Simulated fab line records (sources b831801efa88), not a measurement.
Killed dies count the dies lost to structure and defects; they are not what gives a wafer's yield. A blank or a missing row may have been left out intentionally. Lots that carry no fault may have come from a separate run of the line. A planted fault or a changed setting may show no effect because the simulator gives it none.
8D (eight disciplines) problem report, filled in by code -- flow sky130 -- the parts of the form that need people (team, actions taken, sign-off) are left out

== 1. WHAT IS WRONG ==
spin-speed-rpm at SKY_CONTACT_COAT_08 reads a mean of 3051.6 rpm on 6 wafers of 2 lots; wafers without a fault read 3000.0 rpm with a standard deviation of 1.7. Relative to the usual mean, that is a shift of +30 standard deviations.
The step: resist thk 60 nm.
The first sign was on wafer L674.2 at day 33 20:50, on litho-track-02. The record has a number at this step for 18 wafers belonging to 6 lots. Rule for "out" (also "out of limits"): further than 4 standard deviations from the usual mean. Any other wafer with a number is counted as sound.

== 2. WHAT IT IS, WHAT IT ISN'T ==
question,is,is not
which readings at this step,spin-speed-rpm,-
which lots,"L674, L676","L670, L686, L689, L692"
which wafers of those lots,all that have a number,-
read on which tools,litho-track-02,litho-track-01
when,from day 33 20:50,"up to then (3 sound wafers); but 9 sound wafers of L686, L689, L692 came after"

== 3. WHAT RULES OUT EACH SUSPECT ==
Counting: a tool stays on the suspect list if, at a process step up to the reading, it processed all lots that are out and no sound lot following the first of them.
- cmp-01 at SKY_CONTACT_CMP_04 (polishes SiO2): ruled out as a lasting fault. After its first lot that is out, L674 (day 33 07:29), sound lots L692 ran on it.
- litho-track-02 at SKY_CONTACT_COAT_08 (resist thk 60 nm): ruled out as a lasting fault. After its first lot that is out, L674 (day 33 20:50), sound lots L689 ran on it.
Left after counting: nothing in the record.

== 4. THE CAUSE (what the simulator had put in) ==
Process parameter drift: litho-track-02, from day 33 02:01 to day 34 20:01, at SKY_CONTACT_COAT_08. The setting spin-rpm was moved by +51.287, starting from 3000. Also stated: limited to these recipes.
Counting ruled it out, wrongly.

== 5. THE EFFECT CHAIN, in route order ==
One row per reading whose mean, taken over the struck wafers that have a number, lies over 3 standard deviations from the usual. Readings are gone through only where the record gives a usual standard deviation; hours: the median, over the lots, of the time from a lot's start at the first step in this table giving one to that lot's start at this step; sigmas: the change measured in usual standard deviations.
hours,step,reading,usual,on struck wafers,change,sigmas
0,SKY_CONTACT_COAT_08,spin-speed-rpm,3000.0 rpm,3051.6,+51.6,+30
Here are the process steps it includes:
- SKY_CONTACT_COAT_08: resist thk 60 nm.
Later steps that measure or inspect, where all struck wafers having a row at the step show a number for every such reading and not one has moved that far: SKY_CONTACT_CD_MEAS_14, SKY_CONTACT_OVL_MEAS_15.

== 6. WHAT WOULD HAVE CAUGHT IT SOONER ==
In this record the first reading out of limits was taken at day 33 20:50, 19 hours after the fault began at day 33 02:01.
